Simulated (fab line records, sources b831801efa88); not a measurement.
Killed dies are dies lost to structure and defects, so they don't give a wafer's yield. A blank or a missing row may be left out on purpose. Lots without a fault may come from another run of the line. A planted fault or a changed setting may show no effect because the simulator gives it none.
A struck lot beside a sound one | flow sky130 | 18 steps out of a route of 708
Sound: wafers L785.1, L785.4, L785.6. Struck: wafers L797.1, L797.2, L797.4. The cause comes at the end.
At each step with rows: each side's tool, then ch and its chambers, then its first start. Under that, the readings that differ: sound wafers | struck wafers | difference of the means | sigmas: that difference in standard deviations of wafers without a fault.
alike: readings whose means differ by less than 2 such deviations, and words and numbers that are the same on both sides. not compared: withheld readings, readings that some wafer has no value for, bounds like >300 that may hide the same value, and numbers for which the record gives no deviation and whose values overlap.
The two part at a step that has a row with sigmas, a row that says differs or no value, or rows on one side only. Numbers that don't overlap but have no deviation are shown without sigmas and don't part them. A reading that every wafer of one side lacks parts them only if that side has two wafers or more.

first, 3 steps without rows for these wafers: SKY_SONOS_ONO_WET_ETCH_18 (etches Si3N4 in H3PO4, target depth 15 nm, time 172 s); SKY_GATE_OXIDE_CLEAN_00 (cleans in SC1/SC2, time 150 s); SKY_GATE_OXIDE_OXIDATION_01 (stabilise 600 s, purge 300 s, target thk 10.268 nm).
SKY_GATE_OXIDE_THK_MEAS_02:
  sound on film_metro-01, day 12 19:58; struck on film_metro-04, day 18 06:47
  alike: GATE_OXIDE_OXIDATION_00_THK
then, 7 steps without rows for these wafers: SKY_GATE_OXIDE_DEHYDRATE_03 (time 60 s); SKY_GATE_OXIDE_HMDS_04 (prime time 60 s); SKY_GATE_OXIDE_COAT_05 (resist thk 1140 nm); SKY_GATE_OXIDE_SOFTBAKE_06 (time 60 s); SKY_GATE_OXIDE_EXPOSE_07 (exposes mask LVOM, target cd 600 nm); SKY_GATE_OXIDE_PEB_08; SKY_GATE_OXIDE_DEVELOP_09 (develop time 60 s).
SKY_GATE_OXIDE_OVL_MEAS_10:
  sound on overlay-01, day 13 21:14; struck on overlay-01, day 19 13:20
  alike: GATE_OXIDE_OVL
SKY_GATE_OXIDE_IMPLANT_11:
  sound on implanter-03 ch 0, day 13 21:16; struck on implanter-02 ch 0, day 19 13:41
  alike: beam_energy_keV
then, 1 step without rows for these wafers: SKY_GATE_OXIDE_WET_ETCH_12 (etches SiO2 in dHF, target depth 16.8 nm, time 331.5 s).
SKY_GATE_OXIDE_STRIP_13: strips in O2/N2.
  sound on plasma_asher-04 ch 0,1, day 13 21:31; struck on plasma_asher-04 ch 0,1, day 19 14:05
  reading                      | sound             | struck            | difference | sigmas
  strip_time_to_endpoint_s (s) | 14.26 14.27 14.25 | 14.11 14.15 14.11 | -0.14      | -3
  alike: chamber_pressure_mTorr, drypump_motor_current_A, n2_flow_sccm, oes_product_au
  not compared: rf_hours_counter_h
SKY_GATE_OXIDE_TW_MEAS_14:
  sound on film_metro-03, day 13 21:37; struck on film_metro-04, day 19 14:12
  reading       | sound             | struck            | difference | sigmas
  GATE_OXIDE_TW | 224.8 224.4 223.7 | 276.3 278.8 275.9 | +52.7      | +21
then, 1 step without rows for these wafers: SKY_GATE_OXIDE_CLEAN_15 (cleans in SC1/SC2, time 150 s).
-- the record jumps here: 30 days lie between the struck wafers' starts before and after (it left off in module GATE_OXIDE and takes up again in module PAD_OPEN, whose first step shown is number 708 of the route) --
SKY_PAD_OPEN_PROBE_99:
  the record has rows for the struck wafers here (prober-01, day 49 20:52) and none for the sound ones

WHERE THEY PART
First at SKY_GATE_OXIDE_STRIP_13; last, within this record, at SKY_PAD_OPEN_PROBE_99.

WHY: what the simulator had put in
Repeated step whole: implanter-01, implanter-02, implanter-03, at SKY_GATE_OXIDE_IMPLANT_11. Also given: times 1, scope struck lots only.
